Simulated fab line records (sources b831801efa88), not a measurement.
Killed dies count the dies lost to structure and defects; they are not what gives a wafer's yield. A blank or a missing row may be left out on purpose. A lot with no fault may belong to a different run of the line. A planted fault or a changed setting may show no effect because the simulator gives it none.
Struck lot and sound lot, side by side ; flow sky130 ; 41 steps out of a route of 708
Sound: the wafers L597.2, L597.4, L597.5. Wafers L609.3, L609.4, L609.5 were the ones struck. The cause is named last.
Order at every step that has rows: each side's tool, ch and its chambers, its first start. Under that, the readings that differ: sound wafers ; struck wafers ; difference of the means ; sigmas: that difference in standard deviations of wafers without a fault.
alike: readings with means less than 2 such deviations apart, plus words and numbers identical on both sides. not compared: withheld readings, readings lacking a value on some wafer, bounds such as >300 that could conceal the same value, and numbers that have no deviation in the record and whose values overlap.
A row with sigmas, a row that says differs or no value, or rows on one side alone: a step with any of these is where the two part. Non-overlapping numbers with no deviation appear without sigmas and do not part them. A reading that every wafer of one side lacks parts them only if that side has two wafers or more.

first, 8 steps without rows for these wafers: SKY_METAL5_DEHYDRATE_07 (time 60 s); SKY_METAL5_HMDS_08 (prime time 60 s); SKY_METAL5_COAT_09 (resist thk 1800 nm); SKY_METAL5_SOFTBAKE_10 (time 60 s); SKY_METAL5_EXPOSE_11 (exposes mask MM5, target cd 1600 nm); SKY_METAL5_PEB_12; SKY_METAL5_DEVELOP_13 (develop time 60 s); SKY_METAL5_DESCUM_14 (chemistry O2, time 11 s).
SKY_METAL5_METAL_ETCH_15: etches the open film in Cl2/BCl3, stops on SiO2, target depth 1260 nm, time 261.4 s.
  sound on rieMetal-02 ch 0,1, day 44 03:07; struck on rieMetal-03 ch 0,1, day 46 23:17
  alike: drypumpMotorCurrentA, oesProductAu, throttleValvePct
  not compared: rfHoursCounterH
SKY_METAL5_STRIP_16: strips in O2/N2.
  sound on plasmaAsher-01 ch 1, day 44 03:20; struck on plasmaAsher-04 ch 0,1, day 46 23:29
  alike: drypumpMotorCurrentA, o2FlowSccm, oesProductAu, stripTimeToEndpointS
  not compared: rfHoursCounterH
then, 2 steps without rows for these wafers: SKY_METAL5_STRIP_17 (strips in post etch residue remover, time 1200 s); SKY_METAL5_CLEAN_18 (cleans in IPA, time 180 s).
SKY_METAL5_CLEAN_19: cleans in O3/DIW.
  sound on wetBench-03 ch 3, day 44 03:58; struck on wetBench-03 ch 0, day 46 23:58
SKY_PASSIVATION_CVD_00: deposits SiO2, target thk 90 nm.
  sound on pecvd-01 ch 0,1, day 44 04:04; struck on pecvd-02 ch 0,1, day 47 00:04
  alike: heaterPowerOuterW, heaterPowerW
SKY_PASSIVATION_THK_MEAS_01:
  sound: filmMetro-02 at day 44 04:07; struck: filmMetro-01 at day 47 00:07
  alike: PASSIVATION_CVD_00_THK
SKY_PASSIVATION_CVD_02: deposits Si3N4, target thk 540 nm.
  sound on pecvd-04 ch 0,1, day 44 04:10; struck on pecvd-04 ch 0,1, day 47 00:09
  alike: heaterPowerOuterW, heaterPowerW
SKY_PASSIVATION_THK_MEAS_03:
  sound: filmMetro-02 at day 44 04:23; struck: filmMetro-01 at day 47 00:23
  alike: PASSIVATION_CVD_02_THK
then, 8 steps without rows for these wafers: SKY_PASSIVATION_DEHYDRATE_04 (time 60 s); SKY_PASSIVATION_HMDS_05 (prime time 60 s); SKY_PASSIVATION_COAT_06 (resist thk 3000 nm); SKY_PASSIVATION_SOFTBAKE_07; SKY_PASSIVATION_EXPOSE_08 (exposes mask NSM, target cd 3000 nm); SKY_PASSIVATION_PEB_09; SKY_PASSIVATION_DEVELOP_10 (develop time 60 s); SKY_PASSIVATION_ETCH_11 (etches the open film in CF4/O2, stops on AlCu, target depth 725 nm, time 161.1 s).
SKY_PASSIVATION_STRIP_12: strips in O2/N2.
  sound on plasmaAsher-02 ch 0,1, day 45 01:02; struck on plasmaAsher-01 ch 0,1, day 47 20:38
  alike: drypumpMotorCurrentA, o2FlowSccm, oesProductAu, stripTimeToEndpointS
  not compared: rfHoursCounterH
then, 13 steps without rows for these wafers: SKY_PAD_OPEN_DEHYDRATE_00 (time 60 s); SKY_PAD_OPEN_HMDS_01 (prime time 60 s); SKY_PAD_OPEN_COAT_02 (resist thk 3000 nm); SKY_PAD_OPEN_SOFTBAKE_03; SKY_PAD_OPEN_EXPOSE_04 (exposes mask PDM, target cd 60000 nm); SKY_PAD_OPEN_PEB_05; SKY_PAD_OPEN_DEVELOP_06 (develop time 60 s); SKY_PAD_OPEN_ETCH_07 (etches the open film in CF4/O2, stops on AlCu, target depth 725 nm, time 161.1 s); SKY_PAD_OPEN_STRIP_08 (strips in O2/N2); SKY_PAD_OPEN_STRIP_09 (strips in post etch residue remover, time 1200 s); SKY_PAD_OPEN_CLEAN_10 (cleans in IPA, time 180 s); SKY_PAD_OPEN_CLEAN_11 (cleans in O3/DIW); SKY_PAD_OPEN_ANNEAL_12.
SKY_PAD_OPEN_BOW_MEAS_13:
  sound: filmMetro-02 at day 46 01:14; struck: filmMetro-02 at day 48 16:58
  alike: PAD_OPEN_BOW
SKY_PAD_OPEN_PROBE_99:
  sound: prober-02 at day 46 01:23; struck: prober-01 at day 48 17:08
reading;sound;struck;difference;sigmas
killed_at_M0_to_M3;45 50 49;32 32 28;-17;-3
killed_at_M4_up;2 3 0;47 47 46;+45;+24
killedOpen;49 57 55;40 36 35;-17;-2
sort_bin_3_pad_short (%);0.4 1.0 1.0;4.3 2.0 3.0;+2.3;+5
model.etest.tester.sortNPass;406 396 394;379 379 384;-18;
model.etest.tester.sortYieldPct (%);82.52 80.49 80.08;77.03 77.03 78.05;-3.66;
model.etest.tester.sort_bin_5_pct (%);11.18 12.2 10.77;14.63 14.84 12.4;+2.57;
model.etest.tester.sort_bin_3_pct (%);0.4065 1.016 1.016;4.268 2.033 3.049;+2.304;
  alike: defectLimitedYield, killedAtContacts, killedAtFrontEnd, killedAtOther, killedDies, killedShort, sort_bin_5_function, sort_bin_6_memory, sortNPass, sortYieldPct

WHERE THEY PART
Only at SKY_PAD_OPEN_PROBE_99, within this record.

WHY: what had been put in by the simulator
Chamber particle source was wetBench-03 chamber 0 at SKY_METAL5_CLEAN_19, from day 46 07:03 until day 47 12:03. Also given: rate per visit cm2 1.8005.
